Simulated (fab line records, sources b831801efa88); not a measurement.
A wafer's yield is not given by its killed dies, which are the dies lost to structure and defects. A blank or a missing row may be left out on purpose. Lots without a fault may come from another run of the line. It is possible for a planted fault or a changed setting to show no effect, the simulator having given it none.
2 desks, one fault || flow gf180mcu || only its own numbers are on each desk; what lay behind them is given at the end

== METROLOGY DESK ==
Means of the sampled wafers that have a number, per lot and without regard to the tool the lot ran on: this is what the gauges read. A lot is out of limits, marked OUT, if its mean lies more than 4 standard deviations from the usual mean; the brackets give that distance.
Columns: A = V4_OVL at GF_V4_OVL_MEAS_15, usual 0 nm; B = V4_W_RS at GF_V4_RS_MEAS_24, usual 0.328 ohm/sq; C = MIM_ALCU_RS at GF_MIM_RS_MEAS_10, usual 0.1601 ohm/sq; D = MIM_ALCU_THK at GF_MIM_THK_MEAS_11, usual 196.6 nm; E = cd nm at GF_M5_CD_MEAS_07, usual 279.9 nm
{"lot": "L768", "first seen here": "day 24 13:10", "A": -6, "B": 0.331, "C": 0.1619, "D": 195.5, "E": 277.7}
{"lot": "L771", "first seen here": "day 25 15:59", "A": 1, "B": 0.331, "C": 0.1579, "D": 198.0, "E": 280.2}
{"lot": "L772", "first seen here": "day 25 20:44", "A": 1, "B": 0.329, "C": 0.1588, "D": 196.8, "E": 283.1}
{"lot": "L773", "first seen here": "day 26 10:59", "A": -7, "B": 0.331, "C": 0.1600, "D": 197.6, "E": 279.7}
{"lot": "L775", "first seen here": "day 27 00:10", "A": -1, "B": 0.330, "C": 0.1613, "D": 194.3, "E": 280.2}
{"lot": "L780", "first seen here": "day 28 04:50", "A": -4, "B": 0.330, "C": "0.1887 (+18) OUT", "D": "174.0 (-11) OUT", "E": 280.5}
{"lot": "L779", "first seen here": "day 28 05:25", "A": -0, "B": 0.327, "C": 0.1584, "D": 197.0, "E": 279.5}
{"lot": "L787", "first seen here": "day 30 08:40", "A": -4, "B": 0.323, "C": 0.1606, "D": 196.5, "E": 280.4}
{"lot": "L788", "first seen here": "day 30 13:07", "A": 2, "B": 0.330, "C": 0.1604, "D": 196.4, "E": 278.6}
{"lot": "L791", "first seen here": "day 31 06:40", "A": -3, "B": 0.329, "C": 0.1602, "D": 196.4, "E": 280.7}
This desk's finding: out of limits on L780; first on L780, day 28 06:41 (MIM_ALCU_RS at GF_MIM_RS_MEAS_10). Within limits: L768, L771, L772, L773, L775, L779, L787, L788, L791.

== FOR THE TOOL OWNER'S DESK: pvd sputter-03 ==
The tool's own readings at GF_MIM_SPUTTER_08 (material AlCu, target thk 200 nm, time 10.6 s): means of the sampled wafers that have a number, for each lot that ran on this tool. A lot is out of limits, marked OUT, if its mean lies more than 4 standard deviations from the usual mean; the brackets give that distance.
Columns: A = chamber pressure pa at GF_MIM_SPUTTER_08, usual 0.3999 Pa; B = throttle valve pct at GF_MIM_SPUTTER_08, usual 29.5 %
{"lot": "L768", "first seen here": "day 24 14:55", "A": 0.3994, "B": 29.4}
{"lot": "L772", "first seen here": "day 25 22:29", "A": 0.3999, "B": 29.2}
{"lot": "L773", "first seen here": "day 26 12:50", "A": 0.3996, "B": 29.2}
{"lot": "L775", "first seen here": "day 27 01:55", "A": 0.4004, "B": 29.2}
{"lot": "L780", "first seen here": "day 28 06:35", "A": 0.3991, "B": 29.2}
{"lot": "L787", "first seen here": "day 30 10:37", "A": 0.3993, "B": 29.1}
{"lot": "L791", "first seen here": "day 31 08:29", "A": 0.4003, "B": 28.9}
This desk found nothing out of limits on any of the 7 lots.

== PUT TOGETHER ==
An alarm was possible from the metrology desk at day 28 06:41, on L780.
The tool owner's desk saw nothing out of limits.
The tool owner's desk has L780 on record, within its limits.
On pvd sputter-03, each named lot ran GF_MIM_SPUTTER_08.

== WHAT THE SIMULATOR HAD INSERTED ==
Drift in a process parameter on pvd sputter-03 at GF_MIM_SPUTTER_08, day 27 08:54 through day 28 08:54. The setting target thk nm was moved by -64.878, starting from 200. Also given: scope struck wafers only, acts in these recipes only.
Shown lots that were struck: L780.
Time in hours between the start of the fault and the first out-of-limits reading at each desk: metrology desk, 22.
